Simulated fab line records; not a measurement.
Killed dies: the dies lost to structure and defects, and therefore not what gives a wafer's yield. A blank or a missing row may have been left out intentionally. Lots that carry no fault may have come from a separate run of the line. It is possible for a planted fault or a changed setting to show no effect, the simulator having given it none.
A lot that was struck, set against a sound lot / flow sky130 / 15 steps out of a route of 708
Sound: wafers L602.1, L602.4, L602.6. Wafers struck: L615.2, L615.3, L615.6. The cause is named last.
Per side, at each step with rows, come the tool, then ch with its chambers, and then its first start. Under that, the readings that differ: sound wafers / struck wafers / difference of the means / sigmas: that difference in standard deviations of wafers without a fault.
alike: readings whose means differ by less than 2 such deviations, and words and numbers that are the same on both sides. not compared: withheld readings, readings that some wafer has no value for, bounds like >300 that may hide the same value, and numbers for which the record gives no deviation and whose values overlap.
The two part at a step that has a row with sigmas, a row that says differs or no value, or rows on one side only. Numbers that have no deviation but don't overlap get no sigmas and don't part them. A reading that every wafer of one side lacks parts them only if that side has two wafers or more.

SKY_VT_ADJUST_HVTR_OVL_MEAS_08:
  struck on overlay-01, day 14 03:43; sound on overlay-02, day 10 19:12
  alike: VT_ADJUST_HVTR_OVL
following that, these wafers have no rows for 1 step: SKY_VT_ADJUST_HVTR_IMPLANT_09.
SKY_VT_ADJUST_HVTR_STRIP_10: strips in O2/N2.
  sound on plasma-asher-04 ch 0, day 10 19:23; struck on plasma-asher-03 ch 0,1, day 14 03:53
  alike: drypump-motor-current-A, oes-product-au, strip-time-to-endpoint-s
  not compared: rf-hours-counter-h
SKY_VT_ADJUST_HVTR_TW_MEAS_11:
  struck on film-metro-01, day 14 04:00; sound on film-metro-01, day 10 19:29
  alike: VT_ADJUST_HVTR_TW
then, 7 steps without rows for these wafers: SKY_VT_ADJUST_PCH_DEHYDRATE_00 (time 60 s); SKY_VT_ADJUST_PCH_HMDS_01 (prime time 60 s); SKY_VT_ADJUST_PCH_COAT_02 (resist thk 3000 nm); SKY_VT_ADJUST_PCH_SOFTBAKE_03; SKY_VT_ADJUST_PCH_EXPOSE_04 (exposes mask NWM, target cd 840 nm); SKY_VT_ADJUST_PCH_PEB_05; SKY_VT_ADJUST_PCH_DEVELOP_06 (develop time 60 s).
SKY_VT_ADJUST_PCH_OVL_MEAS_07:
  struck on overlay-01, day 15 05:11; sound on overlay-02, day 11 17:41
  alike: VT_ADJUST_PCH_OVL
SKY_VT_ADJUST_PCH_IMPLANT_08:
  sound on implanter-02 ch 0, day 11 17:43; struck on implanter-02 ch 0, day 15 05:14
reading=dose-ions-cm2; sound=5.006e+11 5.004e+11 5.007e+11; struck=4.432e+11 4.429e+11 4.423e+11; difference=-5.777e+10; sigmas=-99 or more
reading=faraday-current-uA; sound=2.79 2.82 2.94; struck=2.56 2.48 2.55; difference=-0.32; sigmas=-5
SKY_VT_ADJUST_PCH_STRIP_09: strips in O2/N2.
  sound on plasma-asher-04 ch 0,1, day 11 17:52; struck on plasma-asher-01 ch 1, day 15 05:22
reading=drypump-motor-current-A (A); sound=6.5 6.5 6.0; struck=5.2 5.2 5.3; difference=-1.1; sigmas=-3
  alike: oes-product-au, strip-time-to-endpoint-s
  not compared: rf-hours-counter-h
-- a jump in the record: the struck wafers' starts before and after are 34 days apart (it breaks off in module VT_ADJUST_PCH and resumes in module PAD_OPEN, where the first step shown is number 708 of the route) --
SKY_PAD_OPEN_PROBE_99:
  struck on prober-01, day 49 08:39; sound on prober-01, day 47 03:05
reading=model.etest.pfet_16v.vt-v (V); sound=-1.096 -1.093 -1.107; struck=-1.153 -1.142 -1.158; difference=-0.052; sigmas=
reading=model.etest.pfet-g5v0d10v5.vt-long-v (V); sound=-0.9202 -0.9179 -0.9324; struck=-0.9716 -0.9707 -0.9804; difference=-0.0507; sigmas=
  alike: killed_at_M0_to_M3, killed_at_M4_up, killed-at-contacts, killed-at-front-end, killed-at-other, killed-dies, killed-open, killed-short

## WHERE THEY PART
First at SKY_VT_ADJUST_PCH_IMPLANT_08; last, within this record, at SKY_VT_ADJUST_PCH_STRIP_09. Later steps at which nothing parts them and some readings are alike: SKY_PAD_OPEN_PROBE_99.

WHY: whatever the simulator had introduced
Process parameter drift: implanter-02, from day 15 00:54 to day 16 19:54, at SKY_VT_ADJUST_PCH_IMPLANT_08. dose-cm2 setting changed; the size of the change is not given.
